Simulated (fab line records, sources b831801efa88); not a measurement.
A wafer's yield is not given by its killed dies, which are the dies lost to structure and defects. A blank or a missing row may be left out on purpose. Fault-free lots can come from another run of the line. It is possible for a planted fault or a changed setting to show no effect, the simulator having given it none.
Which of the tools did it? || flow gf180mcu || 12 lots, 36 wafers sampled, at 5 steps of a route of 602

== WHAT THE GAUGES SHOWED, per wafer ==
GF_M1_RS_MEAS_05: the measuring method here is four-point-probe.
{"lot": "L562", "measured": "day 16 05:14", "on": "filmMetro-01", "M1_ALCU_RS (ohm/sq)": "0.0685 0.0690 0.0687"}
{"lot": "L563", "measured": "day 16 10:52", "on": "filmMetro-04", "M1_ALCU_RS (ohm/sq)": "0.0688 0.0689 0.0686"}
{"lot": "L564", "measured": "day 16 23:46", "on": "filmMetro-04", "M1_ALCU_RS (ohm/sq)": "0.0701 0.0711 0.0704"}
{"lot": "L565", "measured": "day 17 08:07", "on": "filmMetro-04", "M1_ALCU_RS (ohm/sq)": "0.0701 0.0697 0.0691"}
{"lot": "L566", "measured": "day 17 16:37", "on": "filmMetro-04", "M1_ALCU_RS (ohm/sq)": "0.0690 0.0699 0.0699"}
{"lot": "L567", "measured": "day 18 05:06", "on": "filmMetro-04", "M1_ALCU_RS (ohm/sq)": "0.0685 0.0690 0.0681"}
{"lot": "L568", "measured": "day 18 11:25", "on": "filmMetro-03", "M1_ALCU_RS (ohm/sq)": "0.0691 0.0689 0.0684"}
{"lot": "L569", "measured": "day 19 04:59", "on": "filmMetro-04", "M1_ALCU_RS (ohm/sq)": "0.0699 0.0705 0.0693"}
{"lot": "L572", "measured": "day 20 04:40", "on": "filmMetro-03", "M1_ALCU_RS (ohm/sq)": "0.0678 0.0696 0.0693"}
{"lot": "L576", "measured": "day 21 12:13", "on": "filmMetro-04", "M1_ALCU_RS (ohm/sq)": "0.0697 0.0689 0.0692"}
{"lot": "L581", "measured": "day 22 23:55", "on": "filmMetro-04", "M1_ALCU_RS (ohm/sq)": "0.0681 0.0682 0.0685"}
{"lot": "L585", "measured": "day 24 07:50", "on": "filmMetro-04", "M1_ALCU_RS (ohm/sq)": "0.0683 0.0681 0.0677"}

== EACH LOT AND THE TOOL THAT RAN IT (in order: tool; ch and the chambers of the sampled wafers; start) ==
{"lot": "L562", "GF_VT_IMPLANT_COAT_24": "lithoTrack-01 ch 0, day 6 12:37", "GF_VT_IMPLANT_STRIP_31": "plasmaAsher-01 ch 0,1, day 6 20:41", "GF_SAB_STRIP_13": "plasmaAsher-04 ch 0,1, day 15 04:15", "GF_CONTACT_CVD_02": "pecvd-04 ch 0,1, day 15 05:10"}
{"lot": "L563", "GF_VT_IMPLANT_COAT_24": "lithoTrack-04 ch 0, day 6 18:32", "GF_VT_IMPLANT_STRIP_31": "plasmaAsher-01 ch 0,1, day 7 02:05", "GF_SAB_STRIP_13": "plasmaAsher-04 ch 0,1, day 15 10:31", "GF_CONTACT_CVD_02": "pecvd-02 ch 0,1,2, day 15 11:21"}
{"lot": "L564", "GF_VT_IMPLANT_COAT_24": "lithoTrack-03 ch 0, day 7 03:59", "GF_VT_IMPLANT_STRIP_31": "plasmaAsher-01 ch 0,1, day 7 12:08", "GF_SAB_STRIP_13": "plasmaAsher-02 ch 0,1, day 15 22:16", "GF_CONTACT_CVD_02": "pecvd-02 ch 1,2, day 15 23:05"}
{"lot": "L565", "GF_VT_IMPLANT_COAT_24": "lithoTrack-01 ch 0, day 7 09:02", "GF_VT_IMPLANT_STRIP_31": "plasmaAsher-02 ch 0,1, day 7 17:17", "GF_SAB_STRIP_13": "plasmaAsher-02 ch 0,1, day 16 06:51", "GF_CONTACT_CVD_02": "pecvd-02 ch 1,2, day 16 07:46"}
{"lot": "L566", "GF_VT_IMPLANT_COAT_24": "lithoTrack-01 ch 0, day 7 15:19", "GF_VT_IMPLANT_STRIP_31": "plasmaAsher-04 ch 0,1, day 7 23:23", "GF_SAB_STRIP_13": "plasmaAsher-03 ch 0,1, day 16 15:01", "GF_CONTACT_CVD_02": "pecvd-02 ch 0,1, day 16 15:49"}
{"lot": "L567", "GF_VT_IMPLANT_COAT_24": "lithoTrack-04 ch 0, day 7 20:46", "GF_VT_IMPLANT_STRIP_31": "plasmaAsher-01 ch 0,1, day 8 05:41", "GF_SAB_STRIP_13": "plasmaAsher-02 ch 0,1, day 17 02:54", "GF_CONTACT_CVD_02": "pecvd-04 ch 0,1,2, day 17 03:43"}
{"lot": "L568", "GF_VT_IMPLANT_COAT_24": "lithoTrack-01 ch 0, day 8 07:23", "GF_VT_IMPLANT_STRIP_31": "plasmaAsher-04 ch 0, day 8 15:24", "GF_SAB_STRIP_13": "plasmaAsher-04 ch 0,1, day 17 09:01", "GF_CONTACT_CVD_02": "pecvd-04 ch 0,1, day 17 09:50"}
{"lot": "L569", "GF_VT_IMPLANT_COAT_24": "lithoTrack-04 ch 0, day 8 10:55", "GF_VT_IMPLANT_STRIP_31": "plasmaAsher-04 ch 0,1, day 8 19:06", "GF_SAB_STRIP_13": "plasmaAsher-02 ch 1, day 18 01:33", "GF_CONTACT_CVD_02": "pecvd-02 ch 0,1, day 18 02:38"}
{"lot": "L572", "GF_VT_IMPLANT_COAT_24": "lithoTrack-04 ch 0, day 9 07:08", "GF_VT_IMPLANT_STRIP_31": "plasmaAsher-02 ch 0,1, day 9 15:56", "GF_SAB_STRIP_13": "plasmaAsher-03 ch 0,1, day 19 01:14", "GF_CONTACT_CVD_02": "pecvd-02 ch 1,2, day 19 02:04"}
{"lot": "L576", "GF_VT_IMPLANT_COAT_24": "lithoTrack-04 ch 0, day 10 06:59", "GF_VT_IMPLANT_STRIP_31": "plasmaAsher-01 ch 0,1, day 10 16:17", "GF_SAB_STRIP_13": "plasmaAsher-02 ch 0,1, day 20 09:34", "GF_CONTACT_CVD_02": "pecvd-03 ch 0,2, day 20 10:23"}
{"lot": "L581", "GF_VT_IMPLANT_COAT_24": "lithoTrack-01 ch 0, day 11 15:27", "GF_VT_IMPLANT_STRIP_31": "plasmaAsher-01 ch 0,1, day 12 00:58", "GF_SAB_STRIP_13": "plasmaAsher-04 ch 0,1, day 21 21:09", "GF_CONTACT_CVD_02": "pecvd-04 ch 1,2, day 21 21:57"}
{"lot": "L585", "GF_VT_IMPLANT_COAT_24": "lithoTrack-03 ch 0, day 12 15:28", "GF_VT_IMPLANT_STRIP_31": "plasmaAsher-04 ch 0,1, day 13 02:19", "GF_SAB_STRIP_13": "plasmaAsher-03 ch 0, day 23 06:42", "GF_CONTACT_CVD_02": "pecvd-02 ch 0,1,2, day 23 07:32"}
- GF_VT_IMPLANT_COAT_24: resist thk 1000 nm.
- GF_VT_IMPLANT_STRIP_31: strips in O2/N2.
- GF_SAB_STRIP_13: strips in O2/N2.
- GF_CONTACT_CVD_02: deposits SiO2 from TEOS, target thk 860 nm, time 95.992 s.

== WHAT THE TOOLS THEMSELVES READ (means of the sampled wafers that have a number; where no wafer has one, the mark that the record gives instead) ==
GF_VT_IMPLANT_COAT_24.
{"lot": "L562", "tool": "lithoTrack-01", "spinSpeedRpm (rpm)": 3001.7}
{"lot": "L563", "tool": "lithoTrack-04", "spinSpeedRpm (rpm)": 3000.4}
{"lot": "L564", "tool": "lithoTrack-03", "spinSpeedRpm (rpm)": 2999.3}
{"lot": "L565", "tool": "lithoTrack-01", "spinSpeedRpm (rpm)": 2999.9}
{"lot": "L566", "tool": "lithoTrack-01", "spinSpeedRpm (rpm)": 3001.3}
{"lot": "L567", "tool": "lithoTrack-04", "spinSpeedRpm (rpm)": 3001.1}
{"lot": "L568", "tool": "lithoTrack-01", "spinSpeedRpm (rpm)": 2999.5}
{"lot": "L569", "tool": "lithoTrack-04", "spinSpeedRpm (rpm)": 2997.1}
{"lot": "L572", "tool": "lithoTrack-04", "spinSpeedRpm (rpm)": 3480.1}
{"lot": "L576", "tool": "lithoTrack-04", "spinSpeedRpm (rpm)": 3477.9}
{"lot": "L581", "tool": "lithoTrack-01", "spinSpeedRpm (rpm)": 3000.0}
{"lot": "L585", "tool": "lithoTrack-03", "spinSpeedRpm (rpm)": 3000.0}

GF_VT_IMPLANT_STRIP_31.
{"lot": "L562", "tool": "plasmaAsher-01", "drypumpMotorCurrentA (A)": 5.69, "heaterPowerW (W)": 296, "oesProductAu (a.u.)": 0.714, "stripTimeToEndpointS (s)": 12.66}
{"lot": "L563", "tool": "plasmaAsher-01", "drypumpMotorCurrentA (A)": 5.71, "heaterPowerW (W)": 301, "oesProductAu (a.u.)": 0.717, "stripTimeToEndpointS (s)": 12.57}
{"lot": "L564", "tool": "plasmaAsher-01", "drypumpMotorCurrentA (A)": 5.81, "heaterPowerW (W)": 314, "oesProductAu (a.u.)": 0.719, "stripTimeToEndpointS (s)": 12.60}
{"lot": "L565", "tool": "plasmaAsher-02", "drypumpMotorCurrentA (A)": 5.93, "heaterPowerW (W)": 315, "oesProductAu (a.u.)": 0.716, "stripTimeToEndpointS (s)": 12.69}
{"lot": "L566", "tool": "plasmaAsher-04", "drypumpMotorCurrentA (A)": 5.46, "heaterPowerW (W)": 332, "oesProductAu (a.u.)": 0.715, "stripTimeToEndpointS (s)": 12.65}
{"lot": "L567", "tool": "plasmaAsher-01", "drypumpMotorCurrentA (A)": 5.83, "heaterPowerW (W)": 315, "oesProductAu (a.u.)": 0.718, "stripTimeToEndpointS (s)": 12.58}
{"lot": "L568", "tool": "plasmaAsher-04", "drypumpMotorCurrentA (A)": 5.56, "heaterPowerW (W)": 311, "oesProductAu (a.u.)": 0.711, "stripTimeToEndpointS (s)": 12.68}
{"lot": "L569", "tool": "plasmaAsher-04", "drypumpMotorCurrentA (A)": 5.36, "heaterPowerW (W)": 355, "oesProductAu (a.u.)": 0.717, "stripTimeToEndpointS (s)": 12.60}
{"lot": "L572", "tool": "plasmaAsher-02", "drypumpMotorCurrentA (A)": 5.90, "heaterPowerW (W)": 313, "oesProductAu (a.u.)": 0.716, "stripTimeToEndpointS (s)": 11.78}
{"lot": "L576", "tool": "plasmaAsher-01", "drypumpMotorCurrentA (A)": 5.83, "heaterPowerW (W)": 314, "oesProductAu (a.u.)": 0.718, "stripTimeToEndpointS (s)": 11.79}
{"lot": "L581", "tool": "plasmaAsher-01", "drypumpMotorCurrentA (A)": 5.79, "heaterPowerW (W)": 317, "oesProductAu (a.u.)": 0.720, "stripTimeToEndpointS (s)": 12.66}
{"lot": "L585", "tool": "plasmaAsher-04", "drypumpMotorCurrentA (A)": 5.46, "heaterPowerW (W)": 333, "oesProductAu (a.u.)": 0.716, "stripTimeToEndpointS (s)": 12.64}

GF_SAB_STRIP_13.
{"lot": "L562", "tool": "plasmaAsher-04", "drypumpMotorCurrentA (A)": 5.38, "heaterPowerW (W)": 349, "oesProductAu (a.u.)": 0.708, "stripTimeToEndpointS (s)": 12.60}
{"lot": "L563", "tool": "plasmaAsher-04", "drypumpMotorCurrentA (A)": 5.37, "heaterPowerW (W)": 348, "oesProductAu (a.u.)": 0.707, "stripTimeToEndpointS (s)": 12.57}
{"lot": "L564", "tool": "plasmaAsher-02", "drypumpMotorCurrentA (A)": 5.93, "heaterPowerW (W)": 307, "oesProductAu (a.u.)": 0.713, "stripTimeToEndpointS (s)": 12.70}
{"lot": "L565", "tool": "plasmaAsher-02", "drypumpMotorCurrentA (A)": 5.76, "heaterPowerW (W)": 314, "oesProductAu (a.u.)": 0.710, "stripTimeToEndpointS (s)": 12.61}
{"lot": "L566", "tool": "plasmaAsher-03", "drypumpMotorCurrentA (A)": 5.49, "heaterPowerW (W)": 318, "oesProductAu (a.u.)": 0.709, "stripTimeToEndpointS (s)": 12.67}
{"lot": "L567", "tool": "plasmaAsher-02", "drypumpMotorCurrentA (A)": 5.79, "heaterPowerW (W)": 316, "oesProductAu (a.u.)": 0.711, "stripTimeToEndpointS (s)": 12.69}
{"lot": "L568", "tool": "plasmaAsher-04", "drypumpMotorCurrentA (A)": 5.36, "heaterPowerW (W)": 348, "oesProductAu (a.u.)": 0.709, "stripTimeToEndpointS (s)": 12.65}
{"lot": "L569", "tool": "plasmaAsher-02", "drypumpMotorCurrentA (A)": 6.06, "heaterPowerW (W)": 306, "oesProductAu (a.u.)": 0.712, "stripTimeToEndpointS (s)": 12.66}
{"lot": "L572", "tool": "plasmaAsher-03", "drypumpMotorCurrentA (A)": 5.47, "heaterPowerW (W)": 326, "oesProductAu (a.u.)": 0.711, "stripTimeToEndpointS (s)": 12.59}
{"lot": "L576", "tool": "plasmaAsher-02", "drypumpMotorCurrentA (A)": 5.78, "heaterPowerW (W)": 326, "oesProductAu (a.u.)": 0.710, "stripTimeToEndpointS (s)": 12.63}
{"lot": "L581", "tool": "plasmaAsher-04", "drypumpMotorCurrentA (A)": 5.37, "heaterPowerW (W)": 356, "oesProductAu (a.u.)": 0.710, "stripTimeToEndpointS (s)": 12.67}
{"lot": "L585", "tool": "plasmaAsher-03", "drypumpMotorCurrentA (A)": 5.78, "heaterPowerW (W)": 327, "oesProductAu (a.u.)": 0.714, "stripTimeToEndpointS (s)": 12.64}

GF_CONTACT_CVD_02.
{"lot": "L562", "tool": "pecvd-04", "heaterPowerW (W)": 756}
{"lot": "L563", "tool": "pecvd-02", "heaterPowerW (W)": 685}
{"lot": "L564", "tool": "pecvd-02", "heaterPowerW (W)": 562}
{"lot": "L565", "tool": "pecvd-02", "heaterPowerW (W)": 636}
{"lot": "L566", "tool": "pecvd-02", "heaterPowerW (W)": 613}
{"lot": "L567", "tool": "pecvd-04", "heaterPowerW (W)": 682}
{"lot": "L568", "tool": "pecvd-04", "heaterPowerW (W)": 753}
{"lot": "L569", "tool": "pecvd-02", "heaterPowerW (W)": 678}
{"lot": "L572", "tool": "pecvd-02", "heaterPowerW (W)": 590}
{"lot": "L576", "tool": "pecvd-03", "heaterPowerW (W)": 526}
{"lot": "L581", "tool": "pecvd-04", "heaterPowerW (W)": 689}
{"lot": "L585", "tool": "pecvd-02", "heaterPowerW (W)": 658}

== THE ANSWER, worked out from the rows above alone ==
Rule: the lots themselves supply what counts as usual. The widest of any qualifying gaps counts: lots, ordered by their means at a reading, are off when they make up no more than a third of the lots, leave a main group of 4 or more, and stand apart from it by 3 or more times the standard deviation of that group's means. A main group whose means are all the same, to the digits that the tables above print for the reading, isn't used. Also off: a lot with no number at a reading for which 4 or more lots have one. All remaining lots with rows at the step are treated as sound. The gauges are gone through in route order, then the tools' own readings, and for those a lot's mean is taken as printed above. The first step at which some lot is off is used, and at that step the reading that is off furthest; a lot without a number counts as furthest.
Off at GF_VT_IMPLANT_COAT_24 (spinSpeedRpm): L572, L576. For the main group the mean is 3000.0 rpm and the standard deviation 1.2.
If a tool, at that step or one of the process steps before it, ran each lot that is off and ran no sound lot following the first of them, it fits. One fits: lithoTrack-04 at GF_VT_IMPLANT_COAT_24. A fault onset in the window from L569 (day 8 10:55, its last sound lot) to L572 (day 9 07:08, its first lot off) fits.
The tool's own readings at GF_VT_IMPLANT_COAT_24 bear it out: on the lots that are off they differ by more than 5 times the standard deviation of the sound lots' means. spinSpeedRpm reads 3479.0 rpm there against 3000.0 rpm on the sound lots.

== WHAT THE SIMULATOR PUT IN ==
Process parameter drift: lithoTrack-04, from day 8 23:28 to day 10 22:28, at GF_VT_IMPLANT_COAT_24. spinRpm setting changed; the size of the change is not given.
Lots struck among those shown: L572, L576. The rule given above showed the same thing.
